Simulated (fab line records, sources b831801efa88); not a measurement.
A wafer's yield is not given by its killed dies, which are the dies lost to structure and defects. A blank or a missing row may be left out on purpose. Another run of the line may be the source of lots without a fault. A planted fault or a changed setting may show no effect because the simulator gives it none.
2 desks looking at one fault :: flow gf180mcu :: every desk sees just its own numbers, and what lay behind them comes last

== AT THE TOOL OWNER'S DESK: hdpcvd-02 ==
The tool's own readings at GF_V4_CVD_00 (deposits SiO2, target thk 600 nm, time 100 s): means of the sampled wafers that have a number, for each lot that ran on this tool. The brackets show how far a lot's mean lies from the usual mean; more than 4 standard deviations puts the lot out of limits, marked OUT.
Columns: A = sih4 flow sccm at GF_V4_CVD_00, usual 60.01 sccm
lot: L605
first seen here: day 23 21:08
A: 59.84

lot: L610
first seen here: day 25 11:21
A: 59.89

lot: L612
first seen here: day 26 14:11
A: 60.13

lot: L619
first seen here: day 28 08:52
A: 57.10 (-16) OUT

lot: L621
first seen here: day 28 19:01
A: 57.05 (-16) OUT
This desk's verdict: out of limits on L619, L621, starting with L619 at day 28 08:52 (sih4 flow sccm at GF_V4_CVD_00). L605, L610, L612 stayed within limits.

== AT THE METROLOGY DESK ==
Lot by lot, what the gauges showed, no matter which tool ran the lot: averages of those sampled wafers that carry a number. The brackets show how far a lot's mean lies from the usual mean; more than 4 standard deviations puts the lot out of limits, marked OUT.
Columns: A = V4_CVD_00_THK at GF_V4_THK_MEAS_01, usual 602 nm; B = V4_BOW at GF_V4_BOW_MEAS_05, usual 134 um
lot: L605
first seen here: day 23 21:13
A: 598
B: 143

lot: L606
first seen here: day 24 04:00
A: 600
B: 130

lot: L607
first seen here: day 24 12:45
A: 598
B: 134

lot: L608
first seen here: day 24 23:42
A: 593
B: 133

lot: L609
first seen here: day 25 08:36
A: 606
B: 129

lot: L610
first seen here: day 25 11:26
A: 610
B: 144

lot: L612
first seen here: day 26 14:15
A: 605
B: 144

lot: L619
first seen here: day 28 08:56
A: 570 (-6.2) OUT
B: 134

lot: L621
first seen here: day 28 19:07
A: 569 (-6.4) OUT
B: 115

lot: L625
first seen here: day 30 02:36
A: 606
B: 153

lot: L626
first seen here: day 30 07:10
A: 602
B: 133

lot: L627
first seen here: day 30 14:25
A: 610
B: 137
This desk reports L619, L621 out of limits; the earliest was L619 at day 28 08:56 (V4_CVD_00_THK at GF_V4_THK_MEAS_01). L605, L606, L607, L608, L609, L610, L612, L625, L626, L627 stayed within limits.

== ALL TOGETHER ==
At day 28 08:52, on L619, L621, the tool owner's desk was in a position to raise an alarm.
On L619, L621, the metrology desk was in a position to raise an alarm at day 28 08:56.
GF_V4_CVD_00 was run on hdpcvd-02 by each of the lots named.

== WHAT THE SIMULATOR PUT IN ==
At GF_V4_CVD_00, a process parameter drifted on hdpcvd-02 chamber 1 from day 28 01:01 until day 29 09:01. A move of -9 in setting sih4 flow sccm, from 60. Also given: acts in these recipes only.
Struck lots among those shown: L619, L621.
Hours from the fault's start to each desk's first reading out of limits: the tool owner's desk, 8; the metrology desk, 8.
